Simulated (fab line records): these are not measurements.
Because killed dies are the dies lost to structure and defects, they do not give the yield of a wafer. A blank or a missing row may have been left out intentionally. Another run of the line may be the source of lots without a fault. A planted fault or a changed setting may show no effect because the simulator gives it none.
fab line records    flow sky130
[record] lots = 6  wafers = 18  last_day = 50
route steps=708 shown CONTACT@426 METAL1@434
lots that met no fault: taken from a fault-free run of the same line
start_h: start of the lot's first displayed wafer, in hours after the record's first day    wait_h: how many hours have passed since the lot's step before this one    " as in the row above    L1.1+2: one row covering several wafers at once    - no value, or no start given    * or withheld: withheld    < > ~ a bound
route shown NAME@n: a module of which the file shows steps, and the number in the route of the first    usual: average and standard deviation across the fault-free wafers    same: alike in all rows    chamber/n: place in a boat    sites: the reading at each site    _std_site: the standard deviation of these    _edge_site: outer sites' mean less inner sites'    radius_mm: how far each site lies from the wafer's centre    mask NAME#n: copy n    behind: the tool/chamber that last shaped the wafer    hold: what put the lot on hold/how long, in hours/how the hold closed    device: which transistor (n, p or np) failed to switch    end of line: tests of these same wafers at the route's end    a step given without rows: its recipe and nothing more    killed: the dies lost at the first sort to structure and to defects; this is not the yield of the wafer    map: per-die view of a wafer (x killed, . not killed, _ where there is no die)
set.NAME: the setting that was run; set.NAME@STEP: the one run at that earlier step    model.NAME: the simulator's own value behind a step, which no gauge read
certain route steps with their lots: each step a table, each wafer a row
services: the hour from which a tool's chamber was out of use, counted from the record's first day as start_h (under 0 if before that day), plus the number of hours and why
[[steps]]
[step SKY_CONTACT_STRIP_20]
[recipe] chemistry = post_etch_residue_remover  time_s = 1200  temp_c = 72.5
[step SKY_CONTACT_CLEAN_21]
[recipe] chemistry = IPA  time_s = 180  temp_c = 25
[step SKY_CONTACT_CLEAN_22]
[recipe] chemistry = O3/DIW  dry = n2_spin
[step SKY_CONTACT_SPUTTER_23]
[recipe] material = TiN  target_thk_nm = 20  chamber_pressure_pa = 5  power_w = 4000  time_s = 80
[usual] cathode_dc_power_W = 4000.1/0.69  chamber_pressure_pa = 4.999/0.0099  throttle_valve_pct = 30.1/1.4
lot.wafer  tool            chamber  start_h  wait_h  cathode_dc_power_W  chamber_pressure_pa  throttle_valve_pct
L215.3     pvd_sputter-04  -        753.32   0.0     4000.9              4.990                31.5
L215.4     "               -        "        "       3999.8              4.987                29.6
L215.5     "               -        "        "       4000.5              4.993                30.6
L223.3     pvd_sputter-03  -        826.57   0.0     3999.4              5.012                28.8
L223.4     "               -        "        "       4000.6              4.987                28.2
L223.6     "               -        "        "       3998.4              5.012                30.3
L228.1     pvd_sputter-01  -        857.77   0.0     3999.4              5.008                30.0
L228.3     "               -        "        "       4000.0              5.011                30.4
L228.4     "               -        "        "       4000.3              5.016                30.0
L230.1     pvd_sputter-04  -        859.04   0.0     3999.8              4.989                31.5
L230.2     "               -        "        "       3999.4              5.003                30.4
L230.5     "               -        "        "       3999.6              4.998                30.6
L231.1     pvd_sputter-03  -        870.97   0.0     3999.4              4.998                28.7
L231.4     "               -        "        "       3999.9              4.996                28.6
L231.6     "               -        "        "       4001.0              5.013                28.1
L234.3     pvd_sputter-01  -        888.48   0.0     3999.8              4.997                30.4
L234.5     "               -        "        "       4000.7              5.012                29.9
L234.6     "               -        "        "       3999.6              4.985                27.7
[step SKY_CONTACT_CVD_24]
[recipe] material = W  target_thk_nm = 340  time_s = 102.12  temp_c = 400  pressure_torr = 40
[step SKY_CONTACT_RS_MEAS_25]
[recipe] thk_meas_gauge = four-point-probe  reads = W_of_CONTACT_CVD_24+TiN_of_CONTACT_SPUTTER_23
[usual] CONTACT_W_RS = 0.337/0.0043
lot.wafer  tool           chamber  start_h  wait_h  CONTACT_W_RS[ohm/sq]
L215.3     film_metro-03  -        753.53   0.1     0.342
L215.4     "              -        "        "       0.343
L215.5     "              -        "        "       0.342
L223.3     film_metro-02  -        826.89   0.2     0.333
L223.4     "              -        "        "       0.334
L223.6     "              -        "        "       0.334
L228.1     film_metro-01  -        857.94   0.1     0.346
L228.3     "              -        "        "       0.343
L228.4     "              -        "        "       0.342
L230.1     film_metro-02  -        859.21   0.1     0.338
L230.2     "              -        "        "       0.333
L230.5     "              -        "        "       0.337
L231.1     film_metro-01  -        871.15   0.1     0.336
L231.4     "              -        "        "       0.338
L231.6     "              -        "        "       0.329
L234.3     film_metro-01  -        888.69   0.1     0.339
L234.5     "              -        "        "       0.335
L234.6     "              -        "        "       0.339
[step SKY_CONTACT_THK_MEAS_26]
[recipe] thk_meas_gauge = xrf  reads = W_of_CONTACT_CVD_24
[usual] CONTACT_W_THK = 344/4.7
lot.wafer  tool           chamber  start_h  wait_h  CONTACT_W_THK[nm]
L215.3     film_metro-03  -        753.63   0.1     344
L215.4     "              -        "        "       345
L215.5     "              -        "        "       344
L223.3     film_metro-02  -        826.99   0.1     352
L223.4     "              -        "        "       347
L223.6     "              -        "        "       347
L228.1     film_metro-01  -        858.06   0.1     331
L228.3     "              -        "        "       335
L228.4     "              -        "        "       334
L230.1     film_metro-02  -        859.33   0.1     341
L230.2     "              -        "        "       343
L230.5     "              -        "        "       345
L231.1     film_metro-01  -        871.27   0.1     341
L231.4     "              -        "        "       341
L231.6     "              -        "        "       346
L234.3     film_metro-01  -        888.79   0.1     339
L234.5     "              -        "        "       341
L234.6     "              -        "        "       338
[step SKY_CONTACT_CMP_27]
[recipe] stop_on = SiO2  t_overpolish_s = 15  down_force_psi = 3.5  platen_rpm = 60  target_thk_nm = 0  pad_velocity_m_s = 0.94248
[usual] motor_current_A = 10.8/0.62  overpolish_run_s = 15.000/0.0095  slurry_filter_dp_kPa = 13.50/0.13  time_to_endpoint_s = 82/3.3
lot.wafer  tool    chamber  start_h  wait_h  motor_current_A  overpolish_run_s  slurry_filter_dp_kPa  time_to_endpoint_s
L215.4     cmp-02  3        753.77   0.1     11.2             15.002            13.78                 79
L215.3     "       0        "        "       10.3             15.009            13.38                 80
L215.5     "       1        "        "       11.3             15.005            13.14                 82
L223.4     cmp-02  1        827.03   0.0     11.0             15.010            13.50                 81
L223.3     "       0        "        "       11.1             15.007            13.23                 85
L223.6     "       2        "        "       11.2             15.007            13.49                 80
L228.3     cmp-02  1        858.70   0.6     11.0             14.998            13.68                 80
L228.1     "       2        "        "       11.1             15.009            13.49                 79
L228.4     "       0        "        "       11.5             14.992            13.39                 81
L230.2     cmp-02  3        859.39   0.0     11.3             14.993            13.40                 82
L230.1     "       0        "        "       10.5             15.010            13.47                 82
L230.5     "       0        "        "       10.7             15.003            13.61                 80
L231.1     cmp-01  3        871.38   0.1     10.6             14.999            13.46                 81
L231.4     "       0        "        "       9.8              15.002            13.57                 90
L231.6     "       2        "        "       10.7             15.008            13.64                 83
L234.3     cmp-01  1        888.83   0.0     10.2             14.993            13.72                 89
L234.6     "       1        "        "       10.1             15.009            13.56                 90
L234.5     "       2        "        "       10.6             14.998            13.73                 86
[step SKY_METAL1_SPUTTER_00]
[recipe] material = Ti  target_thk_nm = 15  power_w = 3000  time_s = 10  chamber_pressure_pa = 0.4
[usual] cathode_dc_power_W = 3000.1/0.56  chamber_pressure_pa = 0.3999/0.00089  throttle_valve_pct = 30.1/1.2
lot.wafer  tool            chamber  start_h  wait_h  cathode_dc_power_W  chamber_pressure_pa  throttle_valve_pct
L215.3     pvd_sputter-02  -        753.97   0.1     3000.5              0.4005               29.8
L215.4     "               -        "        "       3000.3              0.3987               31.0
L215.5     "               -        "        "       2999.7              0.4008               29.8
L223.3     pvd_sputter-01  -        827.33   0.1     2999.1              0.4009               28.3
L223.4     "               -        "        "       3000.7              0.4003               30.1
L223.6     "               -        "        "       2999.2              0.4007               30.3
L228.1     pvd_sputter-01  -        859.00   0.2     3000.7              0.4004               30.0
L228.3     "               -        "        "       3000.7              0.4000               30.0
L228.4     "               -        "        "       2999.9              0.4001               28.2
L230.1     pvd_sputter-04  -        859.69   0.2     3000.2              0.3981               31.4
L230.2     "               -        "        "       3000.6              0.3988               32.3
L230.5     "               -        "        "       3000.3              0.3989               31.4
L231.1     pvd_sputter-02  -        871.63   0.2     3000.2              0.3991               29.7
L231.4     "               -        "        "       2999.7              0.3999               31.2
L231.6     "               -        "        "       3001.2              0.4001               30.8
L234.3     pvd_sputter-04  -        889.13   0.2     3000.0              0.3992               30.4
L234.5     "               -        "        "       3000.6              0.4005               31.4
L234.6     "               -        "        "       3000.1              0.3978               30.5
[step SKY_METAL1_SPUTTER_01]
[recipe] material = TiN  target_thk_nm = 20  power_w = 6500  time_s = 16.7  chamber_pressure_pa = 0.4
[usual] cathode_dc_power_W = 6500.2/1.3  chamber_pressure_pa = 0.4001/0.00074  throttle_valve_pct = 30.1/1.1
lot.wafer  tool            chamber  start_h  wait_h  cathode_dc_power_W  chamber_pressure_pa  throttle_valve_pct
L215.3     pvd_sputter-02  -        753.99   0.0     6499.5              0.3997               29.9
L215.4     "               -        "        "       6499.9              0.3989               31.1
L215.5     "               -        "        "       6499.9              0.3984               29.8
L223.3     pvd_sputter-01  -        827.36   0.0     6500.1              0.4000               28.4
L223.4     "               -        "        "       6499.8              0.3995               29.9
L223.6     "               -        "        "       6498.4              0.4007               30.1
L228.1     pvd_sputter-01  -        859.02   0.0     6499.6              0.3999               30.1
L228.3     "               -        "        "       6497.9              0.4007               29.9
L228.4     "               -        "        "       6502.9              0.3990               28.1
L230.1     pvd_sputter-04  -        859.71   0.0     6501.0              0.4007               31.5
L230.2     "               -        "        "       6498.7              0.3996               32.5
L230.5     "               -        "        "       6501.3              0.4003               31.6
L231.1     pvd_sputter-02  -        871.65   0.0     6500.2              0.3999               29.8
L231.4     "               -        "        "       6500.5              0.4003               31.2
L231.6     "               -        "        "       6500.1              0.3996               31.1
L234.3     pvd_sputter-04  -        889.16   0.0     6500.6              0.3998               30.5
L234.5     "               -        "        "       6498.8              0.4012               31.4
L234.6     "               -        "        "       6501.1              0.4005               30.6
[step SKY_METAL1_SPUTTER_02]
[recipe] material = AlCu  target_thk_nm = 250  power_w = 10600  time_s = 13.3  chamber_pressure_pa = 0.4
[step SKY_METAL1_SPUTTER_03]
[recipe] material = Ti  target_thk_nm = 5  power_w = 3000  time_s = 3.3  chamber_pressure_pa = 0.4
[usual] cathode_dc_power_W = 3000.0/0.55  chamber_pressure_pa = 0.3999/0.00081  throttle_valve_pct = 30.1/1.2
lot.wafer  tool            chamber  start_h  wait_h  cathode_dc_power_W  chamber_pressure_pa  throttle_valve_pct
L215.3     pvd_sputter-02  -        754.04   0.0     3000.4              0.4011               29.9
L215.4     "               -        "        "       2999.3              0.3995               30.9
L215.5     "               -        "        "       3000.7              0.4014               29.7
L223.3     pvd_sputter-01  -        827.41   0.0     3000.4              0.4009               28.6
L223.4     "               -        "        "       3000.6              0.4012               30.1
L223.6     "               -        "        "       2999.7              0.4003               30.2
L228.1     pvd_sputter-01  -        859.07   0.0     2999.8              0.4007               30.4
L228.3     "               -        "        "       3000.7              0.3998               30.5
L228.4     "               -        "        "       2999.8              0.3992               28.7
L230.1     pvd_sputter-04  -        859.76   0.0     3000.0              0.4004               31.6
L230.2     "               -        "        "       2998.6              0.3997               32.5
L230.5     "               -        "        "       2999.8              0.4000               31.4
L231.1     pvd_sputter-02  -        871.70   0.0     3000.4              0.4002               29.8
L231.4     "               -        "        "       2998.0              0.3993               30.6
L231.6     "               -        "        "       3000.0              0.4015               31.0
L234.3     pvd_sputter-04  -        889.21   0.0     3000.5              0.4003               30.6
L234.5     "               -        "        "       3000.3              0.3987               31.4
L234.6     "               -        "        "       2999.2              0.4000               30.3
[step SKY_METAL1_SPUTTER_04]
[recipe] material = TiN  target_thk_nm = 70  power_w = 6500  time_s = 58.3  chamber_pressure_pa = 0.4
[usual] cathode_dc_power_W = 6499.9/1.2  chamber_pressure_pa = 0.3999/0.00088  throttle_valve_pct = 30.1/1.2
lot.wafer  tool            chamber  start_h  wait_h  cathode_dc_power_W  chamber_pressure_pa  throttle_valve_pct
L215.3     pvd_sputter-02  -        754.06   0.0     6499.8              0.3989               29.7
L215.4     "               -        "        "       6501.9              0.3995               31.0
L215.5     "               -        "        "       6499.8              0.4004               29.4
L223.3     pvd_sputter-01  -        827.43   0.0     6500.0              0.4005               28.2
L223.4     "               -        "        "       6499.6              0.3997               30.0
L223.6     "               -        "        "       6499.4              0.3994               30.3
L228.1     pvd_sputter-01  -        859.09   0.0     6499.2              0.4000               29.9
L228.3     "               -        "        "       6499.3              0.4003               30.5
L228.4     "               -        "        "       6501.1              0.3992               28.2
L230.1     pvd_sputter-04  -        859.78   0.0     -                   -                    -
L230.2     "               -        "        "       -                   -                    -
L230.5     "               -        "        "       -                   -                    -
L231.1     pvd_sputter-02  -        871.72   0.0     -                   -                    -
L231.4     "               -        "        "       -                   -                    -
L231.6     "               -        "        "       -                   -                    -
L234.3     pvd_sputter-04  -        889.23   0.0     6499.9              0.3998               30.9
L234.5     "               -        "        "       6498.8              0.3990               31.4
L234.6     "               -        "        "       6500.3              0.3999               30.6
[step SKY_METAL1_THK_MEAS_06]
[recipe] thk_meas_gauge = xrf  reads = AlCu_of_METAL1_SPUTTER_02
[usual] METAL1_ALCU_THK = 251.1/3
lot.wafer  tool           chamber  start_h  wait_h  METAL1_ALCU_THK[nm]
L215.3     film_metro-01  -        754.25   0.1     250.0
L215.4     "              -        "        "       251.7
L215.5     "              -        "        "       251.2
L223.3     film_metro-04  -        827.61   0.1     250.3
L223.4     "              -        "        "       253.4
L223.6     "              -        "        "       248.8
L228.1     film_metro-01  -        859.26   0.1     250.0
L228.3     "              -        "        "       248.3
L228.4     "              -        "        "       243.5
L230.1     film_metro-01  -        859.95   0.1     285.9
L230.2     "              -        "        "       288.3
L230.5     "              -        "        "       285.9
L231.1     film_metro-01  -        871.88   0.1     288.5
L231.4     "              -        "        "       288.8
L231.6     "              -        "        "       287.2
L234.3     film_metro-01  -        889.41   0.1     252.3
L234.5     "              -        "        "       257.1
L234.6     "              -        "        "       250.7
[step SKY_METAL1_DEHYDRATE_07]
[recipe] temp_c = 200  time_s = 60
[[services]]
tool            chamber  start_h  hours  kind
cmp-02          -        744.00   4.0    pm
cmp-02          -        748.00   -      consumable_replace:conditioner
cmp-02          -        748.00   -      consumable_replace:pad
cmp-01          -        759.02   2.1    repair
pvd_sputter-01  -        767.14   3.9    repair
pvd_sputter-01  -        778.36   2.2    repair
cmp-01          -        784.23   1.7    repair
pvd_sputter-01  -        786.03   4.2    repair
cmp-02          -        817.50   8.1    pm
cmp-01          -        819.18   3.8    repair
cmp-01          -        836.62   0.8    repair
pvd_sputter-03  -        853.48   12.7   repair
pvd_sputter-01  0        853.66   -      consumable_replace:kit
pvd_sputter-01  0        853.66   18.0   scheduled_down
pvd_sputter-01  0        853.66   18.0   vent_cycle
cmp-01          -        856.57   7.6    pm
pvd_sputter-01  -        884.99   2.0    repair
pvd_sputter-02  -        887.82   1.0    repair
[[key]]
[first_sign] step = SKY_METAL1_SPUTTER_04  reading = tool_record  direction = missing
[effect] step = SKY_METAL1_THK_MEAS_06  reading = METAL1_ALCU_THK  direction = up  sigmas = 12  usual = 251.1  struck = 287.4
met_at SKY_METAL1_SPUTTER_04
struck_wafers L230.1,L230.2,L230.5,L231.1,L231.4,L231.6
later_rows_left_out L230.1,L230.2,L230.5,L231.1,L231.4,L231.6
sort_left_out L230.1,L230.2,L230.5,L231.1,L231.4,L231.6
onset_between 754.06 859.78
[fault] kind = skipped_step_whole  tool = pvd_sputter-02,pvd_sputter-04  chamber = -  onset_h = 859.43  steps = SKY_METAL1_SPUTTER_04  scope = struck_lots_only
// sort_left_out: the simulated sort isn't trusted on such a fault, so these wafers' sort isn't shown, and their yield isn't known
// later_rows_left_out: the simulator's readings of these wafers behind a module that went badly wrong aren't trusted and aren't shown, but for the sort
